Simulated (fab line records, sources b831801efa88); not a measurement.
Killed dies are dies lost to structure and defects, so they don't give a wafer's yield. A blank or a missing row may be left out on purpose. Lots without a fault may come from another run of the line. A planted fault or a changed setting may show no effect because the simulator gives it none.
One fault seen from 2 desks | flow sky130 | each desk has only its own numbers; what lay behind them comes last

THE METROLOGY DESK
What the gauges read, lot by lot, whatever tool the lot ran on: means of the sampled wafers that have a number. A lot is out of limits, marked OUT, if its mean lies more than 4 standard deviations from the usual mean; the brackets give that distance.
Columns: A = GATE_OXIDE_TW at SKY_GATE_OXIDE_TW_MEAS_14, usual 224.7; B = LDD_HVP_TW at SKY_LDD_HVP_TW_MEAS_10, usual 456
lot  | first seen here | A     | B
L324 | day 14 09:01    | 224.7 | 456
L329 | day 16 07:23    | 225.5 | 455
L330 | day 16 18:16    | 224.8 | 456
L331 | day 17 08:24    | 224.4 | 456
L334 | day 18 14:23    | 226.6 | 460
L335 | day 19 00:03    | 225.3 | 457
L337 | day 19 18:50    | 224.6 | 457
L338 | day 20 08:07    | 224.9 | 455
L340 | day 20 23:32    | 225.0 | 459
L341 | day 20 23:49    | 225.2 | 456
L343 | day 21 12:46    | 223.2 | 459
L344 | day 21 21:38    | 223.3 | 457
This desk's finding: nothing out of limits on any of the 12 lots.

THE TOOL OWNER'S DESK: litho_track-03
The tool's own readings at SKY_LDD_HVP_COAT_02 (resist thk 300 nm): means of the sampled wafers that have a number, for each lot that ran on this tool. A lot is out of limits, marked OUT, if its mean lies more than 4 standard deviations from the usual mean; the brackets give that distance.
Columns: A = spin_speed_rpm at SKY_LDD_HVP_COAT_02, usual 3000.2 rpm
lot  | first seen here | A
L330 | day 24 10:41    | 3000.2
L331 | day 24 22:22    | 2999.0
L334 | day 26 01:04    | 3000.0
L335 | day 26 13:52    | 2786.0 (-99 or more) OUT
L337 | day 26 23:23    | 2787.0 (-99 or more) OUT
L338 | day 27 16:05    | 2786.5 (-99 or more) OUT
This desk's finding: out of limits on L335, L337, L338; first on L335, day 26 13:52 (spin_speed_rpm at SKY_LDD_HVP_COAT_02). In limits: L330, L331, L334.

PUT TOGETHER
The tool owner's desk could have raised an alarm at day 26 13:52, on L335, L337, L338.
The metrology desk saw nothing out of limits.
The metrology desk has L335, L337, L338 on record, within its limits.
Of the lots named, all ran SKY_LDD_HVP_COAT_02 on litho_track-03.

WHAT THE SIMULATOR HAD PUT IN
Process parameter drift: litho_track-03, from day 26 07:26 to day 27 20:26, at SKY_LDD_HVP_COAT_02. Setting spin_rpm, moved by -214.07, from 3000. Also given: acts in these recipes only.
Lots struck among those shown: L335, L337, L338.
Hours from the fault's start to each desk's first reading out of limits: the tool owner's desk, 6.
